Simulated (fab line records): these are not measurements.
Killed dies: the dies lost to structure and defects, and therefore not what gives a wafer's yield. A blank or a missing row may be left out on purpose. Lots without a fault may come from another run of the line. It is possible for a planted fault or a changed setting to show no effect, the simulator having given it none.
What tool caused it? | flow sky130 | 39 wafers from 13 lots sampled at 3 of the route's 708 steps

## WHAT THE GAUGES READ, wafer by wafer
SKY_LI_CONTACT_BOW_MEAS_03.
lot  | measured     | on            | LI_CONTACT_BOW (um)
L806 | day 27 18:35 | film metro-01 | 60 65 45
L807 | day 28 12:28 | film metro-01 | 51 52 50
L808 | day 28 18:19 | film metro-04 | 57 41 60
L811 | day 29 19:48 | film metro-01 | 51 61 64
L809 | day 29 21:57 | film metro-03 | 50 61 60
L810 | day 29 22:26 | film metro-04 | 54 63 61
L820 | day 32 15:23 | film metro-03 | 63 56 61
L821 | day 33 02:40 | film metro-04 | 57 44 54
L824 | day 33 19:26 | film metro-01 | 53 57 61
L825 | day 33 23:33 | film metro-04 | 45 56 63
L826 | day 34 18:59 | film metro-01 | 58 67 56
L827 | day 35 04:37 | film metro-04 | 40 42 46
L828 | day 35 09:19 | film metro-01 | 59 50 61

SKY_LI_CONTACT_OVL_MEAS_13.
lot  | measured     | on         | LI_CONTACT_OVL (nm)
L806 | day 28 23:14 | overlay-02 | 2 2 1
L807 | day 29 17:02 | overlay-02 | -9 -2 -5
L808 | day 29 23:03 | overlay-01 | 1 0 4
L811 | day 30 23:20 | overlay-02 | 0 -7 -8
L809 | day 31 01:47 | overlay-02 | 1 -2 0
L810 | day 31 02:30 | overlay-02 | -6 0 -6
L820 | day 33 18:24 | overlay-01 | -4 2 -1
L821 | day 34 05:14 | overlay-01 | -3 -7 -5
L824 | day 34 21:56 | overlay-01 | 0 -4 -4
L825 | day 35 02:03 | overlay-01 | 1 3 -4
L826 | day 35 20:32 | overlay-02 | -7 -5 -11
L827 | day 36 07:24 | overlay-01 | -8 -2 6
L828 | day 36 11:15 | overlay-02 | 6 -2 -7

## WHAT TOOL EACH LOT RAN ON (gives the tool, then ch and the chambers of the sampled wafers, and finally the start)
lot  | SKY_RES_XHIGH_STRIP_08
L806 | plasma asher-02 ch 0,1, day 26 11:44
L807 | plasma asher-02 ch 0,1, day 27 06:08
L808 | plasma asher-01 ch 0,1, day 27 11:23
L811 | plasma asher-03 ch 0,1, day 28 13:59
L809 | plasma asher-02 ch 0,1, day 28 16:43
L810 | plasma asher-01 ch 0,1, day 28 17:24
L820 | plasma asher-01 ch 0,1, day 31 11:16
L821 | plasma asher-03 ch 0,1, day 31 22:05
L824 | plasma asher-02 ch 0,1, day 32 15:29
L825 | plasma asher-01 ch 0,1, day 32 19:11
L826 | plasma asher-02 ch 0,1, day 33 14:01
L827 | plasma asher-02 ch 1, day 34 00:07
L828 | plasma asher-03 ch 0,1, day 34 05:04
- SKY_RES_XHIGH_STRIP_08: strips in O2/N2.

## AS READ BY THE TOOLS THEMSELVES (means over the sampled wafers that have a number; for cases with no such wafer, the mark the record gives instead)
SKY_RES_XHIGH_STRIP_08.
lot  | tool            | drypump motor current A (A) | oes product au (a.u.) | strip time to endpoint s (s)
L806 | plasma asher-02 | 6.1                         | 0.712                 | 14.21
L807 | plasma asher-02 | 5.9                         | 0.712                 | 14.25
L808 | plasma asher-01 | 5.0                         | 0.712                 | 14.23
L811 | plasma asher-03 | 5.4                         | 0.711                 | 14.31
L809 | plasma asher-02 | 6.1                         | 0.714                 | 14.21
L810 | plasma asher-01 | 5.0                         | 0.708                 | 14.23
L820 | plasma asher-01 | 5.0                         | 0.714                 | 14.21
L821 | plasma asher-03 | 5.5                         | 0.709                 | 14.19
L824 | plasma asher-02 | 6.1                         | 0.712                 | 14.21
L825 | plasma asher-01 | 5.0                         | 0.716                 | 14.29
L826 | plasma asher-02 | 5.8                         | 0.710                 | 14.24
L827 | plasma asher-02 | 5.6                         | 0.713                 | 14.18
L828 | plasma asher-03 | 5.4                         | 0.708                 | 14.33

## THE ANSWER, worked out from the rows above alone
Rule: usual is defined by the lots themselves. The widest of any qualifying gaps counts: lots, ordered by their means at a reading, are off when they make up no more than a third of the lots, leave a main group of 4 or more, and stand apart from it by 3 or more times the standard deviation of that group's means. If all means in a main group match to the digits the tables above print for the reading, that group is not used. A lot without any number at a reading at which 4 lots or more have one is off too. All remaining lots with rows at the step are treated as sound. After the gauges, taken in route order, come the tools' own readings; for these a lot's mean is taken, as printed above. At the first step where some lot is off, the reading lying furthest off is the one used; lots without a number count as furthest.
None of the lots is off at any reading shown; this tells nothing.

## WHAT THE SIMULATOR PUT IN
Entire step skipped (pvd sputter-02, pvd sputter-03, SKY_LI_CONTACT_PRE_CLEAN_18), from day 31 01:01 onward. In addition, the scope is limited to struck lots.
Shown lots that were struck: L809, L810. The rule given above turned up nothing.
